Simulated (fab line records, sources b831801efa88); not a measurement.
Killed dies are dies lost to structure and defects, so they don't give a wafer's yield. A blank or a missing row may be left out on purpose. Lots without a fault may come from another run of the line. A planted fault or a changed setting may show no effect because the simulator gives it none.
Which tool did it? | flow sky130 | 14 lots, 42 wafers sampled, at 1 step of a route of 708

WHAT THE GAUGES READ, wafer by wafer
SKY_DNWELL_TW_MEAS_09. Usual: DNWELL_TW 1106, standard deviation 10.
lot  | measured    | on            | DNWELL_TW      | flag
L107 | day 3 04:10 | film_metro-01 | 1111 1107 1106 |
L108 | day 3 13:53 | film_metro-02 | 1092 1093 1089 |
L111 | day 4 06:56 | film_metro-02 | 1086 1096 1092 |
L112 | day 4 10:22 | film_metro-03 | 1118 1113 1114 |
L113 | day 4 16:24 | film_metro-01 | 1109 1106 1108 |
L115 | day 5 00:44 | film_metro-01 | 1100 1099 1099 |
L117 | day 5 17:20 | film_metro-03 | 1111 1107 1105 |
L118 | day 5 21:26 | film_metro-02 | 1097 1094 1096 |
L124 | day 7 02:50 | film_metro-02 | 1101 1097 1098 |
L125 | day 7 07:38 | film_metro-03 | 1116 1118 1115 |
L126 | day 7 12:04 | film_metro-03 | 1110 1116 1112 |
L128 | day 7 20:43 | film_metro-01 | 1120 1118 1109 |
L129 | day 8 03:56 | film_metro-02 | 1097 1102 1099 |
L130 | day 8 09:13 | film_metro-01 | 1116 1123 1119 |

WHICH TOOL RAN EACH LOT (tool, then ch and the chambers of the sampled wafers, then the start)
The record holds no process step before these readings.

WHAT THE TOOLS THEMSELVES READ (means of the sampled wafers that have a number; where no wafer has one, the mark that the record gives instead)
The record holds no such reading with a usual standard deviation.

THE ANSWER, worked out from the rows above alone
Rule: a lot is off if the mean of its wafers that have a number lies more than 3 standard deviations from the usual mean. A lot without any number at a reading at which 4 lots or more have one is off too. The other lots that the step has rows for count as sound. The gauges are gone through in route order, then the tools' own readings, and for those a lot's mean is taken as printed above. The first step at which some lot is off is used, and at that step the reading that is off furthest; a lot without a number counts as furthest.
No lot is off at any reading shown: from this, nothing can be told.

WHAT THE SIMULATOR HAD PUT IN
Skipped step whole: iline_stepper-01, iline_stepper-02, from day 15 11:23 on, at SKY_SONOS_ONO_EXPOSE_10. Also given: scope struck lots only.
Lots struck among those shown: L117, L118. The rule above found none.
